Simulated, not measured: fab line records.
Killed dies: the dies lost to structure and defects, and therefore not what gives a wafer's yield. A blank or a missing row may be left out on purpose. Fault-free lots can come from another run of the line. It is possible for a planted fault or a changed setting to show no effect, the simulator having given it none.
Check of tool commonality	flow sky130	39 wafers sampled across 13 lots

== WHY IT WAS OPENED ==
Flagged at SKY_VIA3_CD_MEAS_12: reading cd-nm, on 1 of 13 lots. No-fault wafers: 199.7 nm, standard deviation 1.5.
Rule: a lot is flagged when every wafer of it that has a number lies more than 4 standard deviations from that mean, or none has a number. The rest of the lots are taken to be sound.

lot	measured	on	cd-nm (nm), wafer by wafer	flag
L489	day 40 04:44	cd-sem-01	200.9 200.1 200.6	
L491	day 40 07:03	cd-sem-01	198.4 201.3 199.4	
L493	day 40 19:22	cd-sem-01	198.8 199.7 199.2	
L494	day 41 02:12	cd-sem-01	199.3 199.6 200.6	
L497	day 42 00:55	cd-sem-02	198.2 198.6 198.7	
L498	day 42 07:02	cd-sem-02	201.4 200.2 199.6	
L499	day 42 13:54	cd-sem-02	200.1 199.7 200.9	
L500	day 42 18:30	cd-sem-02	200.4 199.1 201.4	
L501	day 43 00:19	cd-sem-01	200.9 199.8 200.2	
L502	day 43 12:51	cd-sem-02	200.1 202.2 201.4	
L503	day 43 14:08	cd-sem-01	200.1 200.8 200.6	
L507	day 44 20:05	cd-sem-01	180.6 140.8 181.5	FLAGGED
L512	day 46 15:05	cd-sem-01	199.4 199.7 199.9	
The numbers of the flagged lots are 167.6 nm on average: -32.1 nm against the usual, or -21 standard deviations.

== EACH LOT AND THE TOOL IT RAN ON ==
The record holds 1 process step before the reading, out of a route of 708 steps. Cell contents, in order: the tool; ch with the chambers the sampled wafers went through; the start.
lot	flag	SKY_VIA3_EXPOSE_09
L489		krf-scanner-02 ch 0, day 39 16:56
L491		krf-scanner-01 ch 0, day 39 19:07
L493		krf-scanner-02 ch 0, day 40 07:54
L494		krf-scanner-02 ch 0, day 40 14:08
L497		krf-scanner-01 ch 0, day 41 13:12
L498		krf-scanner-02 ch 0, day 41 19:13
L499		krf-scanner-01 ch 0, day 42 02:41
L500		krf-scanner-02 ch 0, day 42 07:25
L501		krf-scanner-02 ch 0, day 42 12:44
L502		krf-scanner-01 ch 0, day 43 01:35
L503		krf-scanner-01 ch 0, day 43 03:10
L507	FLAGGED	krf-scanner-02 ch 0, day 44 09:40
L512		krf-scanner-01 ch 0, day 46 05:11
What is done by these steps:
- SKY_VIA3_EXPOSE_09: exposes mask VIM3, target cd 200 nm.
- SKY_VIA3_CD_MEAS_12: target cd 200 nm.

== FLAGGED AGAINST TOTAL, ONE TOOL AT A TIME (gauges that did the reading follow at the end) ==
step	tool	lots run	flagged	share of the flagged lots	sound lots run after its first flagged lot
SKY_VIA3_EXPOSE_09	krf-scanner-01	6	0	none	-
SKY_VIA3_EXPOSE_09	krf-scanner-02	7	1	all	0
SKY_VIA3_CD_MEAS_12	cd-sem-01	8	1	all	1 (L512)
SKY_VIA3_CD_MEAS_12	cd-sem-02	5	0	none	-

== THE TABLE: WHAT IT ALLOWS ==
Every flagged lot went through 2 rows of the table: krf-scanner-02 at SKY_VIA3_EXPOSE_09 and cd-sem-01 at SKY_VIA3_CD_MEAS_12.
- krf-scanner-02 at SKY_VIA3_EXPOSE_09 ran 7 lots, 1 of them flagged. Last sound lot L501 at day 42 12:44, first flagged lot L507 at day 44 09:40; a fault beginning in between fits. Its own readings (exposure-dose-mJ-cm2) fall more than 4 standard deviations out on all wafers of the flagged lots.
- cd-sem-01 at SKY_VIA3_CD_MEAS_12 ran 8 lots, 1 of them flagged. Sound lots ran on it after the first flagged one (L512), which a lasting fault on the whole tool wouldn't allow.
One tool is left: krf-scanner-02 at SKY_VIA3_EXPOSE_09.

== WHAT THE SIMULATOR HAD PUT IN ==
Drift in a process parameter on krf-scanner-02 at SKY_VIA3_EXPOSE_09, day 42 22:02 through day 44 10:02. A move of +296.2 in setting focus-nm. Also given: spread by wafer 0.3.
Shown lots that were struck: L507. The rule given above showed the same thing.
